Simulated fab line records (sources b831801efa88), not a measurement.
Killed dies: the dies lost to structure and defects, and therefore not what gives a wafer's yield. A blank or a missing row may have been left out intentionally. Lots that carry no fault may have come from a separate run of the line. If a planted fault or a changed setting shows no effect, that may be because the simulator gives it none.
Which tool was responsible? / flow sky130 / 18 wafers from 6 lots sampled at 3 of the route's 708 steps

## WHAT THE GAUGES READ, wafer by wafer
SKY_SPACER_THK_MEAS_01.
lot=L553; measured=day 23 22:11; on=film metro-03; SPACER_CVD_00_THK (nm)=43.7 43.8 43.4
lot=L555; measured=day 24 12:49; on=film metro-03; SPACER_CVD_00_THK (nm)=42.8 43.4 43.5
lot=L558; measured=day 25 23:54; on=film metro-03; SPACER_CVD_00_THK (nm)=43.1 42.9 42.8
lot=L561; measured=day 26 15:54; on=film metro-02; SPACER_CVD_00_THK (nm)=42.2 42.3 42.7
lot=L572; measured=day 30 03:48; on=film metro-01; SPACER_CVD_00_THK (nm)=42.4 42.7 42.9
lot=L574; measured=day 30 15:37; on=film metro-03; SPACER_CVD_00_THK (nm)=43.2 43.0 43.2

## TOOL THAT RAN EACH LOT (tool first, then ch and the chambers of the sampled wafers, then the start)
lot=L553; SKY_VT_ADJUST_PCH_STRIP_09=plasma asher-02 ch 0,1, day 11 03:56; SKY_LDD_LDN_EXPOSE_04=iline stepper-01 ch 0, day 23 04:10
lot=L555; SKY_VT_ADJUST_PCH_STRIP_09=plasma asher-02 ch 0,1, day 11 16:05; SKY_LDD_LDN_EXPOSE_04=iline stepper-01 ch 0, day 23 20:34
lot=L558; SKY_VT_ADJUST_PCH_STRIP_09=plasma asher-03 ch 0,1, day 12 20:21; SKY_LDD_LDN_EXPOSE_04=iline stepper-01 ch 0, day 25 07:42
lot=L561; SKY_VT_ADJUST_PCH_STRIP_09=plasma asher-04 ch 0,1, day 13 15:50; SKY_LDD_LDN_EXPOSE_04=iline stepper-02 ch 0, day 25 23:21
lot=L572; SKY_VT_ADJUST_PCH_STRIP_09=plasma asher-04 ch 0,1, day 17 01:47; SKY_LDD_LDN_EXPOSE_04=iline stepper-01 ch 0, day 29 12:20
lot=L574; SKY_VT_ADJUST_PCH_STRIP_09=plasma asher-03 ch 0,1, day 17 20:30; SKY_LDD_LDN_EXPOSE_04=iline stepper-02 ch 0, day 29 23:43
- SKY_VT_ADJUST_PCH_STRIP_09: strips in O2/N2.
- SKY_LDD_LDN_EXPOSE_04: exposes mask LDNTM, target cd 700 nm.

## THE ANSWER, worked out from the rows above alone
Rule: the lots themselves supply what counts as usual. Put in order of their means at a reading, lots are off if they are a third of the lots or fewer, leave a main group of 4 or more, and stand apart from it by a gap of 3 or more times the standard deviation of the main group's means; of several such gaps the widest counts. A main group is skipped when, at the precision printed for the reading in the tables above, its means are all equal. Also off: a lot with no number at a reading for which 4 or more lots have one. The other lots that the step has rows for count as sound.
Nothing can be told from this: no lot is off at any reading shown.

## WHAT WAS PUT IN BY THE SIMULATOR
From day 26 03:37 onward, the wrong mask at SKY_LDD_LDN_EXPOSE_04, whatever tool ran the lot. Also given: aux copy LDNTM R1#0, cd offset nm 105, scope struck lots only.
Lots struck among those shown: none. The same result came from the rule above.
